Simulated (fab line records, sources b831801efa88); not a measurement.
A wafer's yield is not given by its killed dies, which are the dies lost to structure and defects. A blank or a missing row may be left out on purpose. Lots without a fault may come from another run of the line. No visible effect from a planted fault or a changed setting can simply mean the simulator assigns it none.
A struck lot beside a sound one    flow sky130    34 out of 708 route steps
Sound: wafers L881.1, L881.5, L881.6. Struck: wafer L876.1; the same lot's L876.3 was not struck, so it is left out; see the end for the cause.
At each step with rows: each side's tool, then ch and its chambers, then its first start. Under that, the readings that differ: sound wafers    struck wafers    difference of the means    sigmas: that difference in standard deviations of wafers without a fault.
alike: same words and numbers on both sides, and readings whose means sit less than 2 such deviations apart. not compared: any withheld reading, any reading some wafer has no value for, any bound like >300 that may hide the same value, and any number with overlapping values for which the record gives no deviation.
A row with sigmas, a row that says differs or no value, or rows on one side alone: a step with any of these is where the two part. When numbers do not overlap yet have no deviation, they are printed without sigmas and do not part them. A reading missing from all wafers of one side parts the sides only when that side holds two or more wafers.

first, 7 steps without rows for these wafers: SKY_METAL5_HMDS_08 (prime time 60 s); SKY_METAL5_COAT_09 (resist thk 1800 nm); SKY_METAL5_SOFTBAKE_10 (time 60 s); SKY_METAL5_EXPOSE_11 (exposes mask MM5, target cd 1600 nm); SKY_METAL5_PEB_12; SKY_METAL5_DEVELOP_13 (develop time 60 s); SKY_METAL5_DESCUM_14 (chemistry O2, time 11 s).
SKY_METAL5_METAL_ETCH_15: etches the open film in Cl2/BCl3, stops on SiO2, target depth 1260 nm, time 252 s.
  sound on rieMetal-02 ch 0,1, day 47 06:37; struck on rieMetal-02 ch 1, day 45 18:43
  alike: drypumpMotorCurrentA, mfcCl2Sccm, oesProductAu, throttleValvePct
  not compared: rfHoursCounterH
SKY_METAL5_STRIP_16: strips in O2/N2.
  sound on plasmaAsher-03 ch 0,1, day 47 06:52; struck on plasmaAsher-01 ch 0, day 45 19:02
  alike: drypumpMotorCurrentA, n2FlowSccm, oesProductAu, stripTimeToEndpointS
  not compared: rfHoursCounterH
then, 3 steps without rows for these wafers: SKY_METAL5_STRIP_17 (strips in post etch residue remover, time 1200 s); SKY_METAL5_CLEAN_18 (cleans in IPA, time 180 s); SKY_METAL5_CLEAN_19 (cleans in O3/DIW).
SKY_PASSIVATION_CVD_00: deposits SiO2, target thk 90 nm.
  sound on pecvd-03 ch 0,1,2, day 47 07:28; struck on pecvd-02 ch 2, day 45 19:38
reading                                      sound              struck  difference  sigmas
model.SiO2_of_PASSIVATION_CVD_00.thkNm (nm)  92.04 93.45 91.94  38.07   -54.41      
  alike: heaterPowerW
SKY_PASSIVATION_THK_MEAS_01:
  sound: filmMetro-02 at day 47 07:29; struck: filmMetro-03 at day 45 19:55
reading                      sound           struck  difference  sigmas
PASSIVATION_CVD_00_THK (nm)  92.0 93.4 92.0  38.1    -54.4       -49
  not compared: hold
SKY_PASSIVATION_CVD_02: deposits Si3N4, target thk 540 nm.
  sound on pecvd-02 ch 1,2, day 47 07:32; struck on pecvd-03 ch 1, day 45 22:37
reading           sound        struck                   difference                    sigmas
hold              - - -        awaitDispo/2.6h/release  no value on the sound wafers  
heaterPowerW (W)  696 709 581  871                      +209                          +2
SKY_PASSIVATION_THK_MEAS_03:
  sound: filmMetro-03 at day 47 07:46; struck: filmMetro-04 at day 45 22:58
  alike: PASSIVATION_CVD_02_THK
then, 7 steps without rows for these wafers: SKY_PASSIVATION_DEHYDRATE_04 (time 60 s); SKY_PASSIVATION_HMDS_05 (prime time 60 s); SKY_PASSIVATION_COAT_06 (resist thk 3000 nm); SKY_PASSIVATION_SOFTBAKE_07; SKY_PASSIVATION_EXPOSE_08 (exposes mask NSM, target cd 3000 nm); SKY_PASSIVATION_PEB_09; SKY_PASSIVATION_DEVELOP_10 (develop time 60 s).
SKY_PASSIVATION_ETCH_11: etches the open film in CF4/O2, stops on AlCu, target depth 725 nm, time 161.1 s.
  sound on rieDiel-02 ch 0,3, day 48 02:53; struck on rieDiel-02 ch 1, day 46 17:13
reading                                sound              struck  difference  sigmas
drypumpMotorCurrentA (A)               5.8 5.9 5.8        4.7     -1.1        -2
oesProductAu (a.u.)                    0.970 0.974 0.974  0.936   -0.037      -5
throttleValvePct (%)                   5.962 5.967 5.968  5.938   -0.028      -3
model.etch.depthNm (nm)                702.2 700 693.9    647.4   -51.3       
model.PASSIVATION.featureDepthNm (nm)  702.2 700 693.9    647.4   -51.3       
  alike: O2_flow_sccm
  not compared: rfHoursCounterH
SKY_PASSIVATION_STRIP_12: strips in O2/N2.
  sound on plasmaAsher-04 ch 0,1, day 48 03:00; struck on plasmaAsher-02 ch 1, day 46 17:20
  alike: drypumpMotorCurrentA, n2FlowSccm, oesProductAu, stripTimeToEndpointS
  not compared: rfHoursCounterH
then, 7 steps without rows for these wafers: SKY_PAD_OPEN_DEHYDRATE_00 (time 60 s); SKY_PAD_OPEN_HMDS_01 (prime time 60 s); SKY_PAD_OPEN_COAT_02 (resist thk 3000 nm); SKY_PAD_OPEN_SOFTBAKE_03; SKY_PAD_OPEN_EXPOSE_04 (exposes mask PDM, target cd 60000 nm); SKY_PAD_OPEN_PEB_05; SKY_PAD_OPEN_DEVELOP_06 (develop time 60 s).
SKY_PAD_OPEN_ETCH_07: etches the open film in CF4/O2, stops on AlCu, target depth 725 nm, time 161.1 s.
  sound on rieDiel-03 ch 0,3, day 48 21:25; struck on rieDiel-02 ch 3, day 47 12:55
reading                             sound              struck  difference  sigmas
oesProductAu (a.u.)                 0.973 0.963 0.981  0.924   -0.048      -7
model.etch.depthNm (nm)             702.3 700 710.9    647.4   -57.0       
model.PAD_OPEN.featureDepthNm (nm)  702.3 700 710.9    647.4   -57.0       
  alike: O2_flow_sccm, drypumpMotorCurrentA, throttleValvePct
  not compared: rfHoursCounterH
SKY_PAD_OPEN_STRIP_08: strips in O2/N2.
  sound on plasmaAsher-01 ch 0,1, day 48 21:32; struck on plasmaAsher-02 ch 0, day 47 13:02
  alike: drypumpMotorCurrentA, n2FlowSccm, oesProductAu
  not compared: rfHoursCounterH

## WHERE THEY PART
First at SKY_PASSIVATION_THK_MEAS_01; last, within this record, at SKY_PAD_OPEN_ETCH_07. Later steps at which nothing parts them and some readings are alike: SKY_PAD_OPEN_STRIP_08.

WHY: what the simulator had put in
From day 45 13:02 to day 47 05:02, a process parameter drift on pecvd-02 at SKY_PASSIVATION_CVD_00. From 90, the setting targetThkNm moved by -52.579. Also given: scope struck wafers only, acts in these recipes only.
